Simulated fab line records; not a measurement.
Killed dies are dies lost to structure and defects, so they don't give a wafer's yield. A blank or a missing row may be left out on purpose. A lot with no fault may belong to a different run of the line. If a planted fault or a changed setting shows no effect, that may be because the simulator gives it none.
8D (eight disciplines) problem report, filled in by code    flow sky130    the parts of the form that need people (team, actions taken, sign-off) are left out

1. WHAT WENT WRONG
At SKY_LDD_HVN_DEVELOP_06, developer temp C averages 21.97 C over 6 wafers from 2 lots, while fault-free wafers read 23.01 C, standard deviation 0.11. That puts it -9.4 standard deviations away from the usual mean.
The step: develop time 60 s.
The first sign was on wafer L159.2 at day 25 23:20, on litho track-04. The record holds 42 wafers of 14 lots with a number at this step. Rule for "out", or "out of limits": more than 4 standard deviations from the usual mean. All remaining wafers that have a number are taken as sound.

2. WHAT IT IS, AND WHAT IT ISN'T
question                     is                      is not
which readings at this step  developer temp C        -
which lots                   L159, L162              L143, L144, L146, L147, L148, L149, L150, L151, L152, L153, L164, L166
which wafers of those lots   all that have a number  -
read on which tools          litho track-04          litho track-02, litho track-03
when                         from day 25 23:20       up to then (30 sound wafers); but 6 sound wafers of L164, L166 came after

3. WHAT RULES OUT EACH SUSPECT
Counting: any tool at a process step up to the reading is kept as a suspect provided that every lot that is out went through it and no sound lot did after the first of them.
- litho track-04 at SKY_LDD_HVN_DEVELOP_06 (develop time 60 s): ruled out as a lasting fault. Sound lots L166 ran on it after its first lot that is out, L159 (day 25 23:20).
Left after counting: nothing in the record.

4. THE CAUSE (what the simulator had put in)
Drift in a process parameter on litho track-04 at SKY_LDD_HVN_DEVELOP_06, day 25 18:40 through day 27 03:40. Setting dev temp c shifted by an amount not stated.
Counting ruled it out, wrongly.

5. SEQUENCE OF EFFECTS, ordered by route
One row per reading whose mean, taken over the struck wafers that have a number, lies over 3 standard deviations from the usual. Only readings whose record carries a usual standard deviation are examined. hours: median over the lots of the time between each lot's start at the first step of this table that gives one and its start at this step. sigmas: the change, counted in usual standard deviations.
hours  step                    reading           usual    on struck wafers  change  sigmas
0      SKY_LDD_HVN_DEVELOP_06  developer temp C  23.01 C  21.97             -1.04   -9.4
It contains these process steps:
- SKY_LDD_HVN_DEVELOP_06: develop time 60 s.

6. WHAT WOULD HAVE CAUGHT IT SOONER
First out-of-limits reading in this record: day 25 23:20, which is 5 hours after fault onset at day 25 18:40.
